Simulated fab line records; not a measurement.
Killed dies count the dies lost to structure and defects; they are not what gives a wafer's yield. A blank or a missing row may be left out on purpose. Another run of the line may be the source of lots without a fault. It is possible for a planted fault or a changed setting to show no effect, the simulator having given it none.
Which tool is to blame? ; flow gf180mcu ; Sampling: 6 lots, 18 wafers, 3 of 602 route steps

WHAT THE GAUGES READ, wafer by wafer
GF_MIM_THK_MEAS_06.
lot;measured;on;MIM_CVD_05_THK (nm)
L268;day 24 17:46;film_metro-04;40.8 41.8 42.4
L270;day 26 06:35;film_metro-04;41.4 41.3 42.7
L283;day 29 23:07;film_metro-03;41.5 42.6 42.6
L285;day 30 08:35;film_metro-04;41.6 42.5 42.2
L287;day 30 15:31;film_metro-03;41.0 41.2 41.5
L289;day 31 05:37;film_metro-03;42.0 42.8 42.4

EACH LOT AND THE TOOL THAT RAN IT (in order: tool; ch and the chambers of the sampled wafers; start)
lot;GF_V3_ETCH_17;GF_MIM_CVD_05
L268;rie_diel-02 ch 1,2,3, day 22 17:26 or earlier;pecvd-02 ch 0,1,2, day 24 17:43
L270;rie_diel-02 ch 0,1,3, day 24 08:05 or earlier;pecvd-03 ch 0,1,2, day 26 06:34
L283;rie_diel-01 ch 0,1,2, day 28 05:38 or earlier;pecvd-03 ch 1,2, day 29 23:05
L285;rie_diel-03 ch 1,2, day 28 14:58 or earlier;pecvd-03 ch 0,2, day 30 08:34
L287;rie_diel-01 ch 0,2, day 28 22:41 or earlier;pecvd-03 ch 0,2, day 30 15:29
L289;rie_diel-02 ch 0,2, day 29 13:13 or earlier;pecvd-03 ch 1,2, day 31 05:35
- GF_V3_ETCH_17: etches SiO2 in C4F8/O2/Ar, stops on TiN, target depth 635 nm.
- GF_MIM_CVD_05: deposits Si3N4, target thk 42 nm, time 29.086 s.

THE ANSWER, worked out from the rows above alone
Rule: what is usual is taken from the lots themselves. The widest of any qualifying gaps counts: lots, ordered by their means at a reading, are off when they make up no more than a third of the lots, leave a main group of 4 or more, and stand apart from it by 3 or more times the standard deviation of that group's means. Not used: any main group whose means are identical at the precision the tables above print for the reading. A lot without any number at a reading at which 4 lots or more have one is off too. All remaining lots with rows at the step are treated as sound.
Nothing can be told from this: no lot is off at any reading shown.

WHAT THE SIMULATOR HAD PUT IN
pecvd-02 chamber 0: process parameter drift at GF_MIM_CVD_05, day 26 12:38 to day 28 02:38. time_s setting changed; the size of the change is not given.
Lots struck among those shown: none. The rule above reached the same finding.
